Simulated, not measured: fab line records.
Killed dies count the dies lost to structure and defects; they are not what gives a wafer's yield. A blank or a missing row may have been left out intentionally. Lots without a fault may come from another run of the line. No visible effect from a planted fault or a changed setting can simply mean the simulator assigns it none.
Which tool did it? -- flow gf180mcu -- 12 lots with 35 wafers sampled at 5 steps, on a route of 602 steps

WHAT THE GAUGES READ, wafer by wafer
GF_M1_CD_MEAS_14: target cd 230 nm.
lot,measured,on,cdNm (nm)
L783,day 17 08:37,cdSem-01,228.7 229.2 228.4
L784,day 17 22:35,cdSem-02,229.6 230.5 230.5
L786,day 18 23:11,cdSem-02,229.8 230.1 230.8
L789,day 19 17:04,cdSem-02,229.2 230.1 229.9
L792,day 21 00:16,cdSem-02,251.2 250.8 251.5
L794,day 21 09:28,cdSem-01,251.2 251.5 249.5
L795,day 21 20:26,cdSem-02,230.8 231.0 230.3
L796,day 21 23:10,cdSem-01,230.3 230.6 230.2
L797,day 22 07:30,cdSem-01,228.5 230.0 229.9
L799,day 23 04:53,cdSem-02,230.5 231.5 230.4
L801,day 23 12:48,cdSem-01,229.8 229.8 228.0
L805,day 24 14:15,cdSem-02,229.9 230.9

GF_V1_BOW_MEAS_05.
lot,measured,on,V1_BOW (um)
L783,day 17 10:06,filmMetro-04,80 88 92
L784,day 18 00:23,filmMetro-03,81 73 81
L786,day 19 00:34,filmMetro-03,86 89 85
L789,day 19 18:35,filmMetro-01,84 88 89
L792,day 21 01:39,filmMetro-04,95 81 82
L794,day 21 10:51,filmMetro-04,79 69 91
L795,day 21 22:16,filmMetro-01,81 103 91
L796,day 22 00:39,filmMetro-03,72 79 84
L797,day 22 09:01,filmMetro-01,74 85 88
L799,day 23 06:16,filmMetro-01,84 77 75
L801,day 23 14:13,filmMetro-01,69 80 73
L805,day 24 15:38,filmMetro-01,86 94

WHICH TOOL RAN EACH LOT (tool, then ch and the chambers of the sampled wafers, then the start)
lot,GF_CONTACT_STRIP_18,GF_M1_SPUTTER_04,GF_M1_EXPOSE_11
L783,"plasmaAsher-02 ch 0,1, day 16 08:14","pvdSputter-02, day 16 09:22","krfScanner-01 ch 0, day 16 21:07"
L784,"plasmaAsher-04 ch 0,1, day 16 22:18","pvdSputter-04, day 16 23:28","krfScanner-01 ch 0, day 17 10:51"
L786,"plasmaAsher-01 ch 0,1, day 17 22:24","pvdSputter-04, day 17 23:40","krfScanner-02 ch 0, day 18 11:02"
L789,"plasmaAsher-02 ch 0,1, day 18 15:55","pvdSputter-01, day 18 17:08","krfScanner-01 ch 0, day 19 05:11"
L792,"plasmaAsher-01 ch 0,1, day 19 22:53","pvdSputter-02, day 20 00:01","krfScanner-01 ch 0, day 20 12:16"
L794,"plasmaAsher-02 ch 0,1, day 20 08:30","pvdSputter-02, day 20 09:40","krfScanner-01 ch 0, day 20 22:00"
L795,"plasmaAsher-02 ch 0,1, day 20 19:15","pvdSputter-01, day 20 20:25","krfScanner-02 ch 0, day 21 08:09"
L796,"plasmaAsher-04 ch 0,1, day 20 22:05","pvdSputter-02, day 20 23:13","krfScanner-02 ch 0, day 21 11:25"
L797,"plasmaAsher-01 ch 0,1, day 21 06:21","pvdSputter-02, day 21 07:31","krfScanner-02 ch 0, day 21 19:53"
L799,"plasmaAsher-04 ch 0,1, day 22 04:26","pvdSputter-02, day 22 05:34","krfScanner-02 ch 0, day 22 17:08"
L801,"plasmaAsher-02 ch 0,1, day 22 13:33","pvdSputter-04, day 22 14:43","krfScanner-02 ch 0, day 23 02:34"
L805,"plasmaAsher-01 ch 1, day 23 15:21","pvdSputter-04, day 23 16:31","krfScanner-02 ch 0, day 24 04:04"
- GF_CONTACT_STRIP_18: strips in O2/N2.
- GF_M1_SPUTTER_04: material TiN, target thk 50 nm, time 41.7 s.
- GF_M1_EXPOSE_11: exposes mask Metal1, target cd 230 nm.

WHAT THE TOOLS THEMSELVES READ (means of the sampled wafers that have a number; where no wafer has one, the mark that the record gives instead)
GF_CONTACT_STRIP_18.
lot,tool,drypumpMotorCurrentA (A),heaterPowerW (W),n2FlowSccm (sccm),oesProductAu (a.u.)
L783,plasmaAsher-02,5.32,346,300.1,0.582
L784,plasmaAsher-04,5.63,346,299.2,0.580
L786,plasmaAsher-01,5.66,356,300.9,0.577
L789,plasmaAsher-02,5.25,340,300.3,0.576
L792,plasmaAsher-01,5.66,350,300.2,0.584
L794,plasmaAsher-02,5.25,339,300.6,0.585
L795,plasmaAsher-02,5.25,337,299.6,0.583
L796,plasmaAsher-04,5.57,349,299.6,0.576
L797,plasmaAsher-01,5.53,346,299.6,0.576
L799,plasmaAsher-04,5.59,355,300.3,0.580
L801,plasmaAsher-02,5.20,336,299.4,0.581
L805,plasmaAsher-01,5.40,336,299.1,0.583

GF_M1_SPUTTER_04.
lot,tool,throttleValvePct (%)
L783,pvdSputter-02,31.8
L784,pvdSputter-04,29.0
L786,pvdSputter-04,29.1
L789,pvdSputter-01,30.5
L792,pvdSputter-02,30.8
L794,pvdSputter-02,31.0
L795,pvdSputter-01,29.7
L796,pvdSputter-02,31.5
L797,pvdSputter-02,31.9
L799,pvdSputter-02,30.8
L801,pvdSputter-04,28.7
L805,pvdSputter-04,28.7

GF_M1_EXPOSE_11.
lot,tool,exposureDoseMJCm2
L783,krfScanner-01,27.94
L784,krfScanner-01,27.94
L786,krfScanner-02,27.82
L789,krfScanner-01,27.87
L792,krfScanner-01,24.46
L794,krfScanner-01,24.42
L795,krfScanner-02,27.82
L796,krfScanner-02,27.87
L797,krfScanner-02,27.86
L799,krfScanner-02,27.82
L801,krfScanner-02,27.85
L805,krfScanner-02,27.86

THE ANSWER, worked out from the rows above alone
Rule: the lots themselves supply what counts as usual. The widest of any qualifying gaps counts: lots, ordered by their means at a reading, are off when they make up no more than a third of the lots, leave a main group of 4 or more, and stand apart from it by 3 or more times the standard deviation of that group's means. The tables above print the reading to a certain number of digits; a main group whose means all agree to those digits is not used. A lot without any number at a reading at which 4 lots or more have one is off too. Where the step has rows for the other lots, those lots are counted as sound. Order of review: gauges by route order, followed by the tools' own readings, for which a lot's mean as printed above is used. The first step at which some lot is off is used, and at that step the reading that is off furthest; a lot without a number counts as furthest.
Off: L792, L794, at GF_M1_CD_MEAS_14 (cdNm). Main group: mean 230.0 nm, sd 0.64.
If a tool, at a process step before that reading, ran all the lots that are off and no sound lot after the first of them, it fits. Not tried: the gauges at GF_M1_CD_MEAS_14; whatever is off there is also off at GF_M1_EXPOSE_11, on other tools, and gauge error can't account for it. One fits: GF_M1_EXPOSE_11 on krfScanner-01. Its last sound lot is L789 (day 19 05:11), its first lot that is off L792 (day 20 12:16): a fault that began between those two fits.
The tool's own readings at GF_M1_EXPOSE_11 bear it out: on the lots that are off they differ by more than 5 times the standard deviation of the sound lots' means. exposureDoseMJCm2 reads 24.44 there against 27.87 on the sound lots.

WHAT THE SIMULATOR HAD PUT IN
Drift in process parameters on krfScanner-01 at GF_M1_EXPOSE_11, starting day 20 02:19. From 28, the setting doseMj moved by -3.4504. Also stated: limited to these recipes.
Struck lots among those shown: L792, L794. The rule above found the same.
